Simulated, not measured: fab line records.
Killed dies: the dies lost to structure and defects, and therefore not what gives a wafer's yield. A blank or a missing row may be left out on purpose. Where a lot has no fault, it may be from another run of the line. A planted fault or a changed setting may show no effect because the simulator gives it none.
Chamber matching    flow sky130    SKY_POLY_GATE_ETCH_15 on rieDiel-01: 4 sister chambers
The step etches BARC in N2/H2, stops on SiO2, time 118.5 s, target depth 110 nm. 14 wafers are shown with their chamber, then 6 later ones without.

== WAFERS WITH THEIR CHAMBER ==
wafer   chamber  drypumpMotorCurrentA (A)  chamberPressureMTorr (mTorr)  throttleValvePct (%)
L914.1  1        6.2                       29.973                        13.206
L914.4  2        6.4                       30.024                        13.210
L914.6  1        6.1                       29.997                        13.211
L916.3  0        5.4                       30.023                        13.201
L916.5  0        5.4                       29.965                        13.232
L916.6  1        6.1                       30.026                        13.212
L922.2  1        6.2                       30.047                        13.218
L922.5  0        5.4                       29.989                        13.204
L922.6  3        5.5                       30.025                        13.204
L925.1  1        6.2                       29.987                        13.210
L925.4  1        6.1                       29.974                        13.221
L925.6  2        6.4                       30.019                        13.212
L931.4  0        5.4                       29.979                        13.224
L931.5  1        6.2                       29.997                        13.202

SIGNATURES (means of the wafers above)
reading               chamber 0  chamber 1  chamber 2  chamber 3  scatter within a chamber
drypumpMotorCurrentA  5.400      6.157      6.400      5.500      0.0414
chamberPressureMTorr  29.98900   30.00014   30.02150   30.02500   0.0251
throttleValvePct      13.21525   13.21143   13.21100   13.20400   0.00972
Rule: for a wafer and a chamber, the distance is found by dividing, reading by reading, the gap between the wafer's reading and the chamber's mean by the reading's scatter, squaring, summing and taking the root. If the next closest chamber is less than 2 further off than the closest, the wafer can't be placed; otherwise it belongs to the closest. The scatter is the square root of a quotient: the sum, over the shown wafers, of each reading's squared deviation from its chamber's mean, divided by wafers minus chambers.

== WAFERS WITH NO CHAMBER GIVEN ==
wafer   drypumpMotorCurrentA (A)  chamberPressureMTorr (mTorr)  throttleValvePct (%)
L935.4  5.5                       30.003                        13.230
L935.5  5.5                       29.955                        13.197
L935.6  5.5                       30.005                        13.205
L936.1  6.4                       30.034                        13.222
L936.3  5.5                       29.999                        13.209
L936.5  5.4                       30.043                        13.208

== THE CHAMBER EACH PASSED THROUGH ==
wafer   from the rows above      in truth
L935.4  can't be placed: 3 or 0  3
L935.5  can't be placed: 3 or 0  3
L935.6  can't be placed: 3 or 0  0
L936.1  2                        2
L936.3  can't be placed: 3 or 0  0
L936.5  can't be placed: 0 or 3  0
1 of 6 placed correctly. Can't be placed from these rows: 5 (the true chamber is among the candidates in 5). 0 placed wrongly.
